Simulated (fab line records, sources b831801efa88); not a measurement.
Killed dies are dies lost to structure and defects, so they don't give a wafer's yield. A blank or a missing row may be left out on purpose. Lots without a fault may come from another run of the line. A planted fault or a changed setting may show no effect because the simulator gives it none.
fab line records | flow sky130
record lots=4 wafers=12 last_day=49
route steps=708 shown METAL2@490 VIA2@507 PAD_OPEN@708
lots that met no fault: from a run of the same line without faults
start_h: hours from the record's first day to the start of the lot's first wafer shown | wait_h: hours since the lot's step before | " the same as in the row above | L1.1+2: a row that stands for several wafers | - no value, or no start given | * or withheld: withheld | < > ~ a bound
route shown NAME@n: a module of which the file shows steps, and the number in the route of the first | usual: mean/standard deviation of fault-free wafers | same: alike in all rows | chamber/n: place in a boat | sites: the reading at each site | _std_site: their standard deviation | _edge_site: outer sites' mean less inner sites' | radius_mm: how far each site lies from the wafer's centre | mask NAME#n: copy n | behind: the tool/chamber that last shaped the wafer | hold: why the lot was held/for how many hours/how that ended | device: the transistor (n, p or np) that didn't switch | end of line: the same wafers' tests at the end of the route | a step without rows: its recipe alone | killed: dies lost to structure and defects at the first sort, not the wafer's yield | map: a wafer's dies, x killed, . not, _ none there
set.NAME: the setting as run; set.NAME@STEP: as run at that earlier step | model.NAME: the simulator's own value behind a step, which no gauge read
lots at some steps of the route; a table a step, a row a wafer
services: from which hour (start_h, from the record's first day; less than 0 if before it) a tool's chamber was out of use, for how many hours, and why
## steps
# step SKY_METAL2_DEHYDRATE_07
# recipe temp_c=200 time_s=60
# step SKY_METAL2_HMDS_08
# recipe prime_time_s=60 prime_temp_c=120
# step SKY_METAL2_COAT_09
# recipe resist=BARC temp_c=withheld time_s=withheld spin_rpm=3000 resist_thk_nm=60
# step SKY_METAL2_COAT_10
# recipe resist=KrF-thick spin_rpm=3000 resist_thk_nm=450
# step SKY_METAL2_SOFTBAKE_11
# recipe temp_c=100 time_s=90 resist=KrF-thick
# step SKY_METAL2_EXPOSE_12
# recipe mask_id=MM2 na=0.8 source_shape=annular sigma_inner=0.55 sigma_outer=0.85 target_cd_nm=140 dose_mj=28
# step SKY_METAL2_PEB_13
# recipe peb_temp_c=withheld peb_time_s=withheld resist=KrF-thick
# step SKY_METAL2_DEVELOP_14
# recipe develop_time_s=60 resist=KrF-thick dev_temp_c=21
# step SKY_METAL2_DESCUM_17
# recipe chemistry=O2 source_power_w=150 bias_power_w=0 pressure_mtorr=10 temp_c=40 time_s=8
# step SKY_METAL2_ETCH_18
# recipe chemistry=N2/H2 target=BARC ion_energy_ev=200 bias_w=100 pressure_mtorr=30 n2_flow_sccm=100 h2_flow_sccm=200 icp_w=500 stop_on=SiO2 time_s=45.9 target_depth_a=600
# step SKY_METAL2_METAL_ETCH_19
# recipe target_depth_a=3600 stop_on=SiO2 over_etch_frac=0.3 time_s=78 chemistry=Cl2/BCl3 resist_sidewall_deg=88 pressure_mtorr=10 icp_w=900 bias_w=48.5 Cl2_flow_sccm=60 bcl3_flow_sccm=30
# usual bcl3_flow_sccm=30.00/0.088 bias_w=48.49/0.13 drypump_motor_current_A=5.6/0.43 oes_product_au=0.854/0.0055 rf_fwd_power_W=892/3.3 throttle_valve_pct=22.265/0.0086
# columns lot.wafer tool chamber start_h wait_h bcl3_flow_sccm bias_w drypump_motor_current_A oes_product_au rf_fwd_power_W rf_hours_counter_h throttle_valve_pct
L966.2 rie_metal-04 1 806.01 0.0 30.01 48.68 5.9 0.854 891 10 22.269
L966.5 " 1 " " 29.95 48.48 5.9 0.863 895 - 22.260
L966.6 " 0 " " 29.93 48.54 5.5 0.860 884 - 22.273
L970.3 rie_metal-04 1 845.85 0.1 30.10 48.57 5.9 0.856 891 - 22.280
L970.4 " 0 " " 30.07 48.56 5.6 0.846 887 - 22.260
L970.6 " 1 " " 30.08 48.42 5.9 0.852 887 - 22.262
L972.3 rie_metal-04 1 857.90 0.1 29.95 48.28 5.9 0.854 889 - 22.264
L972.4 " 0 " " 30.10 48.52 5.5 0.866 888 - 22.257
L972.5 " 0 " " 30.02 48.52 5.6 0.863 886 - 22.259
L983.1 rie_metal-02 1 956.84 0.0 30.05 48.78 4.8 0.845 892 1 22.264
L983.5 " 0 " " 29.82 48.57 6.2 0.847 892 - 22.266
L983.6 " 1 " " 30.14 48.43 4.8 0.849 898 - 22.271
# step SKY_METAL2_STRIP_20
# recipe chemistry=O2/N2 power_w=1400 pressure_mtorr=1500 platen_temp_c=withheld o2_flow_sccm=3000 n2_flow_sccm=300 overash_fraction=0.5
# step SKY_METAL2_STRIP_21
# recipe chemistry=post_etch_residue_remover time_s=1200 temp_c=72.5
# step SKY_METAL2_CLEAN_22
# recipe chemistry=IPA time_s=180 temp_c=25
# step SKY_METAL2_CLEAN_23
# recipe chemistry=O3/DIW dry=n2_spin
# step SKY_VIA2_HDPCVD_00
# recipe material=SiO2 target_thk_nm=1180 sigma_open_frac=0.3 time_s=196.7 temp_c=400 sih4_flow_sccm=60 pressure_mtorr=6
# step SKY_VIA2_CMP_02
# recipe material=SiO2 down_force_psi=4 platen_rpm=60 pad_velocity_m_s=0.94248
# step SKY_VIA2_DEHYDRATE_04
# recipe temp_c=200 time_s=60
# step SKY_VIA2_HMDS_05
# recipe prime_time_s=60 prime_temp_c=120
# step SKY_VIA2_COAT_06
# recipe resist=BARC temp_c=withheld time_s=withheld spin_rpm=3000 resist_thk_nm=60
# step SKY_VIA2_COAT_07
# recipe resist=KrF-thick spin_rpm=3000 resist_thk_nm=450
# step SKY_VIA2_SOFTBAKE_08
# recipe temp_c=100 time_s=90 resist=KrF-thick
# step SKY_VIA2_EXPOSE_09
# recipe mask_id=VIM2 na=0.8 source_shape=annular sigma_inner=0.55 sigma_outer=0.85 target_cd_nm=200 dose_mj=38
# step SKY_VIA2_PEB_10
# recipe peb_temp_c=withheld peb_time_s=withheld resist=KrF-thick
# step SKY_VIA2_DEVELOP_11
# recipe develop_time_s=60 resist=KrF-thick dev_temp_c=21
# step SKY_VIA2_ETCH_14
# recipe chemistry=N2/H2 target=BARC ion_energy_ev=200 source_w=500 bias_w=100 pressure_mtorr=30 n2_flow_sccm=100 h2_flow_sccm=200 stop_on=SiO2 time_s=45.9 target_depth_a=600
# step SKY_VIA2_ETCH_15
# recipe target=SiO2 chemistry=C4F8/O2/Ar target_depth_nm=546 stop_on=TiN mask_material=KrF-thick source_w=1500 bias_w=1200 pressure_mtorr=40 c4f8_flow_sccm=withheld O2_flow_sccm=6 Ar_flow_sccm=300 time_s=84
# step SKY_VIA2_STRIP_16
# recipe chemistry=O2/N2 power_w=1400 pressure_mtorr=1500 platen_temp_c=withheld o2_flow_sccm=3000 n2_flow_sccm=300 overash_fraction=0.5
# step SKY_VIA2_STRIP_17
# recipe chemistry=post_etch_residue_remover time_s=1200 temp_c=72.5
# step SKY_VIA2_CLEAN_18
# recipe chemistry=IPA time_s=180 temp_c=25
# step SKY_VIA2_CLEAN_19
# recipe chemistry=O3/DIW dry=n2_spin
# step SKY_VIA2_SPUTTER_20
# recipe material=TiN target_thk_nm=20 chamber_pressure_pa=5 power_w=4000 time_s=80
# step SKY_VIA2_CVD_21
# recipe material=W target_thk_nm=420 time_s=126.4 temp_c=400 pressure_torr=40
# step SKY_VIA2_CMP_24
# recipe stop_on=SiO2 t_overpolish_s=20 down_force_psi=3.5 platen_rpm=60 target_thk_nm=0 pad_velocity_m_s=0.94248
# step SKY_PAD_OPEN_PROBE_99
# usual defect_limited_yield=82.3/2.1 killed_at_M0_to_M3=44/7.2 killed_at_M4_up=3.1/1.7 killed_at_contacts=24/5.2 killed_at_front_end=15/4.1 killed_at_other=0.3/0.61 killed_dies=87/10 killed_on_rim=17/3.8 killed_open=48/7.5 killed_short=39/6.6 sort_bin_3_pad_short=0.8/0.39 sort_bin_5_function=10.4/1.7 sort_bin_6_memory=6.5/1.1 sort_n_pass=405/10 sort_yield_pct=82.3/2.1
# same gross_dies=492 killed_at_back_side=0 sort_bin_4_leakage[%]=0 sort_bin_8_speed[%]=0
# columns lot.wafer tool chamber start_h wait_h defect_limited_yield[%] killed_at_M0_to_M3 killed_at_M4_up killed_at_contacts killed_at_front_end killed_at_other killed_dies killed_on_rim killed_open killed_short sort_bin_3_pad_short[%] sort_bin_5_function[%] sort_bin_6_memory[%] sort_n_pass sort_yield_pct[%] model.etest.tester.sort_n_pass model.etest.tester.sort_yield_pct model.etest.tester.sort_bin_5_pct model.etest.tester.sort_bin_3_pct
L966.2 prober-01 - 1064.01 0.1 80.1 56 3 22 14 3 98 20 60 36 1.0 13.0 5.9 394 80.1 394 80.08 13.01 1.016
L966.5 prober-01 - 1064.16 0.2 82.7 41 3 30 11 0 85 13 37 46 0.6 8.9 7.7 407 82.7 407 82.72 8.943 0.6098
L966.6 prober-01 - 1064.21 0.2 81.5 43 3 31 13 1 91 14 44 46 0.6 10.8 7.1 401 81.5 401 81.5 10.77 0.6098
L970.3 prober-01 - 1096.47 0.2 72.6 100 0 21 14 0 135 25 36 35 5.5 15.4 6.5 357 72.6 357 72.56 15.45 5.488
L970.4 prober-01 - 1096.52 0.2 85.6 46 2 14 9 0 71 11 32 39 0.8 7.1 6.5 421 85.6 421 85.57 7.114 0.813
L970.6 prober-01 - 1096.62 0.2 72.4 99 4 25 8 0 136 26 39 33 6.5 15.4 5.7 356 72.4 356 72.36 15.45 6.504
L972.3 prober-01 - 1105.13 0.2 69.9 99 3 21 25 0 148 25 58 28 4.7 18.9 6.5 344 69.9 344 69.92 18.9 4.675
L972.4 prober-01 - 1105.18 0.2 82.3 41 5 25 16 0 87 16 44 43 0.8 10.0 6.9 405 82.3 405 82.32 9.959 0.813
L972.5 prober-01 - 1105.23 0.2 81.5 43 2 27 19 0 91 17 51 40 0.8 10.8 6.9 401 81.5 401 81.5 10.77 0.813
L983.1 prober-02 - 1179.12 0.1 83.5 37 3 25 16 0 81 16 46 35 0.6 9.6 6.3 411 83.5 411 83.54 9.553 0.6098
L983.5 prober-02 - 1179.32 0.2 82.1 42 1 24 21 0 88 22 46 42 0.8 12.2 4.9 404 82.1 404 82.11 12.2 0.813
L983.6 prober-02 - 1179.37 0.2 81.1 55 4 15 19 0 93 18 54 39 1.2 9.8 7.9 399 81.1 399 81.1 9.756 1.22
# killed by level:class
L966.2 VIA1:geometric_particle:open=16 CONTACT:geometric_particle:open=10 VIA3:geometric_particle:open=10 VIA2:geometric_particle:open=7 CONTACT:geometric_particle:short=6 METAL2:geometric_particle:short=6 FIELD_ISO:geometric_particle:short=5 METAL1:geometric_particle:short=4
L966.5 VIA1:geometric_particle:open=11 METAL1:geometric_particle:short=7 LI_CONTACT:geometric_particle:short=7 CONTACT:geometric_particle:open=7 LI_CONTACT:geometric_particle:open=6 VIA1:geometric_particle:short=6 LOCAL_INTERCONNECT:geometric_particle:short=5 CONTACT:geometric_particle:short=5
L966.6 CONTACT:geometric_particle:open=10 METAL1:geometric_particle:short=10 VIA1:geometric_particle:open=10 CONTACT:geometric_particle:short=9 VIA1:geometric_particle:short=6 LI_CONTACT:geometric_particle:open=5 VIA3:geometric_particle:open=5 FIELD_ISO:geometric_particle:short=4
L970.3 METAL2:unspecified=63 CONTACT:geometric_particle:open=8 METAL2:geometric_particle:short=8 VIA3:geometric_particle:open=8 LI_CONTACT:geometric_particle:open=6 METAL1:geometric_particle:short=5 LOCAL_INTERCONNECT:geometric_particle:short=4 VIA1:geometric_particle:short=4
L970.4 VIA1:geometric_particle:open=9 METAL1:geometric_particle:short=7 LOCAL_INTERCONNECT:geometric_particle:short=5 VIA2:geometric_particle:open=5 CONTACT:geometric_particle:open=5 VIA1:geometric_particle:short=4 METAL2:geometric_particle:short=4 VIA2:geometric_particle:short=4
L970.6 METAL2:unspecified=64 VIA3:geometric_particle:open=10 CONTACT:geometric_particle:open=7 CONTACT:geometric_particle:short=7 VIA1:geometric_particle:open=6 LI_CONTACT:geometric_particle:open=5 METAL1:geometric_particle:short=4 VIA3:geometric_particle:short=4
L972.3 METAL2:unspecified=62 CONTACT:geometric_particle:open=10 VIA1:geometric_particle:open=9 POLY_GATE:geometric_particle:open=7 LI_CONTACT:geometric_particle:open=7 VIA2:geometric_particle:open=7 SPACER:geometric_particle:open=5 FIELD_ISO:geometric_particle:short=4
L972.4 VIA1:geometric_particle:open=13 CONTACT:geometric_particle:short=9 FIELD_ISO:geometric_particle:open=6 CONTACT:geometric_particle:open=5 VIA1:geometric_particle:short=4 METAL2:geometric_particle:short=4 VIA2:geometric_particle:open=4 VIA3:geometric_particle:open=4
L972.5 VIA1:geometric_particle:open=12 CONTACT:geometric_particle:short=9 CONTACT:geometric_particle:open=9 VIA3:geometric_particle:open=8 FIELD_ISO:geometric_particle:open=6 METAL1:geometric_particle:short=6 METAL2:geometric_particle:short=5 POLY_GATE:geometric_particle:open=4
L983.1 CONTACT:geometric_particle:open=11 VIA1:geometric_particle:open=10 METAL1:geometric_particle:short=6 VIA2:geometric_particle:open=5 FIELD_ISO:geometric_particle:open=4 LI_CONTACT:geometric_particle:open=4 VIA2:geometric_particle:short=4 VIA3:geometric_particle:open=4
L983.5 CONTACT:geometric_particle:open=12 VIA2:geometric_particle:open=9 METAL1:geometric_particle:short=7 POLY_GATE:geometric_particle:short=6 LI_CONTACT:geometric_particle:open=5 LOCAL_INTERCONNECT:geometric_particle:short=5 VIA1:geometric_particle:short=5 METAL2:geometric_particle:short=5
L983.6 METAL1:geometric_particle:short=12 VIA3:geometric_particle:open=11 VIA1:geometric_particle:open=9 VIA2:geometric_particle:open=8 CONTACT:geometric_particle:open=7 METAL2:geometric_particle:short=7 FIELD_ISO:geometric_particle:open=4 POLY_GATE:geometric_particle:short=4
# map L970.6 (x killed, . not)
__________.........._________
________.x...x.x......_______
______x.x.....x...xx...x_____
_____..xx........x.x.....____
____.....xx.....x....x..xx___
___..x...xx.........x..xxxx__
__.........x.......xxxxxxxxx_
_.............x.....xxxxxxxxx
_....xx.............xxxxxxxxx
_.x...xx...x.......xxxxxxxxxx
_...............x...xxxxxxxxx
_.x..x.xxx...........xxxxxxxx
_.....x.....x......x....xxx..
_.........x............xx.x..
_..xx...x.x...x.x....x.....x.
__..x...x......x............_
___...x....x.x....x......x.__
____.x.x.............x....___
_____.x.x..x............x____
______.......x.....x.x.._____
________.x.x.......x.._______
__________........xx_________
# map L972.3 (x killed, . not)
__________....x....._________
________.x...x........_______
______....x......x.x...._____
_____....xx........xx...x____
____x.......x...x.......x.___
___....xxx..xx.......xxxxxx__
__...x....x....xx.x.xxxxxxxx_
_.x.x.....x.....xx..xxxxxxxxx
_...x..x............xxxxxxxxx
_x.............x.xxxxxxxxxxxx
_..x.....x.x.....x...xxxxxxxx
_...x........x.x....xxxxxxx.x
_.x.......x....x.......xxxxxx
_x....xx.x.........xx..x...x.
_........x.........x.x..xx...
__.......x...x.............x_
___.......x...xx..x......x.__
____.x...........x.xxx.x..___
_____....x...xx.......x..____
______x..x.....x........_____
________.......xx....._______
__________x.....x..._________
## services
# columns tool chamber start_h hours kind
rie_metal-04 - 884.22 2.8 pm
rie_metal-02 0 901.22 - clean
rie_metal-02 0 901.22 19.3 scheduled_down
rie_metal-02 0 901.22 19.3 vent_cycle
rie_metal-02 1 922.62 - clean
rie_metal-02 1 922.62 18.3 scheduled_down
rie_metal-02 1 922.62 18.3 vent_cycle
## key
first_sign step=SKY_PAD_OPEN_PROBE_99 reading=sort_bin_3_pad_short direction=up sigmas=12 usual=0.8 struck=5.6
effect step=SKY_PAD_OPEN_PROBE_99 reading=killed_at_M0_to_M3 direction=up sigmas=7.6 usual=44 struck=99
model_effect step=SKY_PAD_OPEN_PROBE_99 value=etest.tester.sort_n_pass without=407.7 struck=352.3
met_at SKY_METAL2_METAL_ETCH_19
struck_wafers L970.3,L970.6,L972.3
onset_between 806.01 845.85
fault kind=chamber_particle_source tool=rie_metal-04 chamber=1 onset_h=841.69 steps=SKY_METAL2_METAL_ETCH_19 rate_per_visit_cm2=2.0967 end_h=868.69
